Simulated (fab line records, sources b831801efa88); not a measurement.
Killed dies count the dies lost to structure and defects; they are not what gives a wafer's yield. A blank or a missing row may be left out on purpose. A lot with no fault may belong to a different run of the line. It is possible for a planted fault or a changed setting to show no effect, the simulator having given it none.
Check of tool commonality || flow sky130 || Lots sampled 15, wafers sampled 45

== REASON IT WAS OPENED ==
SKY_NWELL_RS_MEAS_29, reading NWELL_RS: flagged on 3 of 15 lots. Wafers without a fault read 624.8 ohm/sq, standard deviation 2.
Rule: a lot is flagged when every wafer of it that has a number lies more than 4 standard deviations from that mean, or none has a number. The other lots count as sound.

{"lot": "L415", "measured": "day 5 10:03", "on": "film_metro-04", "NWELL_RS (ohm/sq), wafer by wafer": "624.0 625.5 625.4", "flag": ""}
{"lot": "L416", "measured": "day 5 14:10", "on": "film_metro-03", "NWELL_RS (ohm/sq), wafer by wafer": "627.4 628.5 629.2", "flag": ""}
{"lot": "L418", "measured": "day 6 02:49", "on": "film_metro-01", "NWELL_RS (ohm/sq), wafer by wafer": "624.6 623.1 625.4", "flag": ""}
{"lot": "L420", "measured": "day 6 14:58", "on": "film_metro-01", "NWELL_RS (ohm/sq), wafer by wafer": "627.1 626.8 625.9", "flag": ""}
{"lot": "L421", "measured": "day 6 19:50", "on": "film_metro-01", "NWELL_RS (ohm/sq), wafer by wafer": "624.9 626.6 625.5", "flag": ""}
{"lot": "L423", "measured": "day 7 04:21", "on": "film_metro-01", "NWELL_RS (ohm/sq), wafer by wafer": "133.0 133.2 133.1", "flag": "FLAGGED"}
{"lot": "L424", "measured": "day 7 12:30", "on": "film_metro-01", "NWELL_RS (ohm/sq), wafer by wafer": "132.9 132.9 132.8", "flag": "FLAGGED"}
{"lot": "L425", "measured": "day 7 16:31", "on": "film_metro-04", "NWELL_RS (ohm/sq), wafer by wafer": "132.7 132.7 132.7", "flag": "FLAGGED"}
{"lot": "L426", "measured": "day 7 23:19", "on": "film_metro-03", "NWELL_RS (ohm/sq), wafer by wafer": "625.4 625.9 627.5", "flag": ""}
{"lot": "L432", "measured": "day 9 18:12", "on": "film_metro-03", "NWELL_RS (ohm/sq), wafer by wafer": "627.0 622.1 624.2", "flag": ""}
{"lot": "L433", "measured": "day 9 19:16", "on": "film_metro-03", "NWELL_RS (ohm/sq), wafer by wafer": "623.6 622.7 625.2", "flag": ""}
{"lot": "L434", "measured": "day 9 23:18", "on": "film_metro-03", "NWELL_RS (ohm/sq), wafer by wafer": "623.6 624.3 625.0", "flag": ""}
{"lot": "L436", "measured": "day 10 17:52", "on": "film_metro-01", "NWELL_RS (ohm/sq), wafer by wafer": "623.4 625.4 623.9", "flag": ""}
{"lot": "L437", "measured": "day 11 00:31", "on": "film_metro-03", "NWELL_RS (ohm/sq), wafer by wafer": "624.9 624.2 622.7", "flag": ""}
{"lot": "L438", "measured": "day 11 04:49", "on": "film_metro-01", "NWELL_RS (ohm/sq), wafer by wafer": "627.7 627.5 626.5", "flag": ""}
Averaged over the flagged lots the numbers come to 132.9 ohm/sq, -491.9 ohm/sq from the usual (-99 or more standard deviations).

== EACH LOT AND THE TOOL IT RAN ON ==
The record keeps 1 process step preceding the reading, out of 708 steps on the route. Cell contents, in order: the tool; ch with the chambers the sampled wafers went through; the start.
{"lot": "L415", "flag": "", "SKY_NWELL_RTA_28": "rtp_anneal-01 ch 0, day 5 09:57"}
{"lot": "L416", "flag": "", "SKY_NWELL_RTA_28": "rtp_anneal-02 ch 0, day 5 14:04"}
{"lot": "L418", "flag": "", "SKY_NWELL_RTA_28": "rtp_anneal-01 ch 0, day 6 02:43"}
{"lot": "L420", "flag": "", "SKY_NWELL_RTA_28": "rtp_anneal-02 ch 0, day 6 14:52"}
{"lot": "L421", "flag": "", "SKY_NWELL_RTA_28": "rtp_anneal-01 ch 0, day 6 19:44"}
{"lot": "L423", "flag": "FLAGGED", "SKY_NWELL_RTA_28": "rtp_anneal-01, day 7 04:09"}
{"lot": "L424", "flag": "FLAGGED", "SKY_NWELL_RTA_28": "rtp_anneal-01, day 7 12:24"}
{"lot": "L425", "flag": "FLAGGED", "SKY_NWELL_RTA_28": "rtp_anneal-02, day 7 16:19"}
{"lot": "L426", "flag": "", "SKY_NWELL_RTA_28": "rtp_anneal-02 ch 0, day 7 23:07"}
{"lot": "L432", "flag": "", "SKY_NWELL_RTA_28": "rtp_anneal-02 ch 0, day 9 18:06"}
{"lot": "L433", "flag": "", "SKY_NWELL_RTA_28": "rtp_anneal-01 ch 0, day 9 19:10"}
{"lot": "L434", "flag": "", "SKY_NWELL_RTA_28": "rtp_anneal-02 ch 0, day 9 23:11"}
{"lot": "L436", "flag": "", "SKY_NWELL_RTA_28": "rtp_anneal-02 ch 0, day 10 17:46"}
{"lot": "L437", "flag": "", "SKY_NWELL_RTA_28": "rtp_anneal-01 ch 0, day 11 00:25"}
{"lot": "L438", "flag": "", "SKY_NWELL_RTA_28": "rtp_anneal-02 ch 0, day 11 04:43"}
What is done by these steps:
- SKY_NWELL_RTA_28: time 30 s.
- SKY_NWELL_RS_MEAS_29: measures by four-point-probe.

== FLAGGED AGAINST TOTAL, ONE TOOL AT A TIME (gauges that did the reading follow at the end) ==
{"step": "SKY_NWELL_RTA_28", "tool": "rtp_anneal-01", "lots run": 7, "flagged": 2, "share of the flagged lots": "some", "sound lots run after its first flagged lot": "2 (L433,L437)"}
{"step": "SKY_NWELL_RTA_28", "tool": "rtp_anneal-02", "lots run": 8, "flagged": 1, "share of the flagged lots": "some", "sound lots run after its first flagged lot": "5 (L426,L432,L434,L436,L438)"}
{"step": "SKY_NWELL_RS_MEAS_29", "tool": "film_metro-01", "lots run": 7, "flagged": 2, "share of the flagged lots": "some", "sound lots run after its first flagged lot": "2 (L436,L438)"}
{"step": "SKY_NWELL_RS_MEAS_29", "tool": "film_metro-03", "lots run": 6, "flagged": 0, "share of the flagged lots": "none", "sound lots run after its first flagged lot": "-"}
{"step": "SKY_NWELL_RS_MEAS_29", "tool": "film_metro-04", "lots run": 2, "flagged": 1, "share of the flagged lots": "some", "sound lots run after its first flagged lot": 0}

== WHAT THE TABLE ALLOWS ==
No row of the table ran every flagged lot.

== WHAT THE SIMULATOR HAD PUT IN ==
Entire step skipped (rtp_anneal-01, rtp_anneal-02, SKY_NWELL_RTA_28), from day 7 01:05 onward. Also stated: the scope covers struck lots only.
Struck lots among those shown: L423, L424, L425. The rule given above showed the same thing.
